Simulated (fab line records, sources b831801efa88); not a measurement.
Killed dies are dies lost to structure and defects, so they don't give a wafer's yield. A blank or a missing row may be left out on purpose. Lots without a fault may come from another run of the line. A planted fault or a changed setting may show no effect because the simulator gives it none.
Which tool did it? | flow sky130 | 6 lots, 18 wafers sampled, at 2 steps of a route of 708

WHAT THE GAUGES READ, wafer by wafer
SKY_NWELL_OVL_MEAS_23.
lot  | measured     | on         | NWELL_01_OVL (nm)
L446 | day 5 08:58  | overlay-01 | -2.5 -2.6 -2.9
L451 | day 6 16:19  | overlay-01 | 1.6 0.9 -0.5
L455 | day 7 23:28  | overlay-01 | -1.7 -1.6 -1.9
L459 | day 8 18:31  | overlay-02 | -2.0 -1.1 -1.8
L465 | day 10 07:07 | overlay-01 | -1.2 -1.7 -3.1
L467 | day 10 18:58 | overlay-02 | -1.0 0.7 -1.6

WHICH TOOL RAN EACH LOT (tool, then ch and the chambers of the sampled wafers, then the start)
lot  | SKY_DNWELL_STRIP_08
L446 | plasma_asher-04 ch 0,1, day 3 08:04
L451 | plasma_asher-02 ch 0,1, day 4 10:31
L455 | plasma_asher-03 ch 1, day 5 13:55
L459 | plasma_asher-03 ch 0,1, day 6 07:04
L465 | plasma_asher-04 ch 0,1, day 7 14:39
L467 | plasma_asher-03 ch 1, day 8 02:22
- SKY_DNWELL_STRIP_08: strips in O2/N2.

THE ANSWER, worked out from the rows above alone
Rule: what is usual is taken from the lots themselves. Put in order of their means at a reading, lots are off if they are a third of the lots or fewer, leave a main group of 4 or more, and stand apart from it by a gap of 3 or more times the standard deviation of the main group's means; of several such gaps the widest counts. A main group whose means are all the same, to the digits that the tables above print for the reading, isn't used. A lot without any number at a reading at which 4 lots or more have one is off too. The other lots that the step has rows for count as sound.
No lot is off at any reading shown: from this, nothing can be told.

WHAT THE SIMULATOR HAD PUT IN
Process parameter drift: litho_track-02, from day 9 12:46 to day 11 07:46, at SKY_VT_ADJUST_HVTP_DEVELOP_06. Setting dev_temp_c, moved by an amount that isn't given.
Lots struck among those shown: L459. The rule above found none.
